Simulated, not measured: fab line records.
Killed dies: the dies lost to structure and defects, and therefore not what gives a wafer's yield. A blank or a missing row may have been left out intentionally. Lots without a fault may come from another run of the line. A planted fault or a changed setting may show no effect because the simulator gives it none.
Lot-split experiment -- flow gf180mcu -- 23 wafers read from 5 lots, route of 602 steps

ABOUT THE SPLIT
At GF_V4_COAT_09 (resist thk 1000 nm), the setting resist_thk_nm was moved away from the recipe's 1000 nm on 8 of the 23 wafers read, by -2.7% to +5.4%. This setting was run at the recipe's value on the other wafers.

Reading taken at the split's own step.

THE READING
KrF_of_V4_COAT_09.thk_nm (the simulator's own value, which no gauge read), in nm, at GF_V4_COAT_09 (resist thk 1000 nm). The file does not state a usual value for it. The 15 wafers here that ran the recipe average 1000.8 nm, standard deviation 2.7 nm.

wafer,"tool, chamber at the split","resist_thk_nm as run, nm",against the recipe,"KrF_of_V4_COAT_09.thk_nm, nm",against lot-mates on the recipe
L074.1,"litho_track-03, 0",1000,recipe,1001,-
L074.2,"litho_track-03, 0",1000,recipe,1000,-
L074.6,"litho_track-03, 0",1000,recipe,1003,-
L078.1,"litho_track-01, 0",972.7,-2.7%,970.8,-30.4
L078.2,"litho_track-01, 0",972.7,-2.7%,968.7,-32.4
L078.4,"litho_track-01, 0",1000,recipe,999.3,-
L078.5,"litho_track-01, 0",1000,recipe,1003,-
L078.6,"litho_track-01, 0",972.7,-2.7%,972.2,-28.9
L080.2,"litho_track-03, 0",1054,+5.4%,1055,+50.7
L080.3,"litho_track-03, 0",1000,recipe,1006,-
L080.4,"litho_track-03, 0",1000,recipe,1005,-
L080.5,"litho_track-03, 0",1000,recipe,1002,-
L080.6,"litho_track-03, 0",1054,+5.4%,1058,+53.7
L081.1,"litho_track-01, 0",1000,recipe,996.9,-
L081.3,"litho_track-01, 0",1000,recipe,999.3,-
L081.4,"litho_track-01, 0",1000,recipe,997,-
L081.5,"litho_track-01, 0",1000,recipe,997.6,-
L081.6,"litho_track-01, 0",1000,recipe,998.5,-
L085.1,"litho_track-03, 0",1044,+4.4%,1048,+46.5
L085.2,"litho_track-03, 0",1044,+4.4%,1048,+46.5
L085.3,"litho_track-03, 0",1044,+4.4%,1048,+46.5
L085.4,"litho_track-03, 0",1000,recipe,1001,-
L085.6,"litho_track-03, 0",1000,recipe,1002,-

FIT RESULTS
A straight line over all 23 wafers: KrF_of_V4_COAT_09.thk_nm changes by +10.6 nm for each +1% of resist_thk_nm; r = +1.00; the points scatter about the line by 2.5 nm.
The same after taking each lot's own level away (the mean of its wafers on the recipe; 23 wafers): +10.3 nm for each +1%; r = +1.00; scatter 1.9 nm.
The reading moves by 56 nm for the largest change in resist_thk_nm, on that fit.
The lots' own levels span 997.86 to 1004.33 nm, that is 2.4 times the standard deviation above.
The two slopes are in agreement: the lot-to-lot level therefore moves the slope only a little.
Check: +56.7 nm against its lot-mates is what the line predicts for one of the wafers moved furthest among these (+5.4%) when that wafer is left out of the fit. It came out at +50.7 nm against them.

OTHER SPLITS ON THESE WAFERS
These wafers also went through other splits before the reading. Each is held against what the fit with the lots' levels taken away leaves over:
other split on the same wafers,wafers away from the commonest value,r with KrF_of_V4_COAT_09.thk_nm (lot level and that fit taken away)
GF_CONTACT_DEVELOP_13 dev_temp_c,7,-0.02
GF_M1_SPUTTER_04 time_s,11,+0.17
GF_M1_PEB_12 peb_temp_c,12,+0.00
GF_M2_SPUTTER_00 chamber_pressure_pa,15,+0.38
GF_M2_SPUTTER_04 time_s,8,-0.31
GF_M2_PEB_12 peb_temp_c,11,-0.25
GF_M3_SPUTTER_04 time_s,4,-0.11
GF_V3_COAT_09 resist_thk_nm,9,+0.02
GF_V3_ETCH_16 bias_w,6,+0.40
GF_V4_CMP_04 leave_above_ref_nm,6,+0.05

FILE'S OWN FIT
KrF_of_V4_COAT_09.thk_nm changes by +10.2 nm for each +1% of resist_thk_nm, r = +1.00.
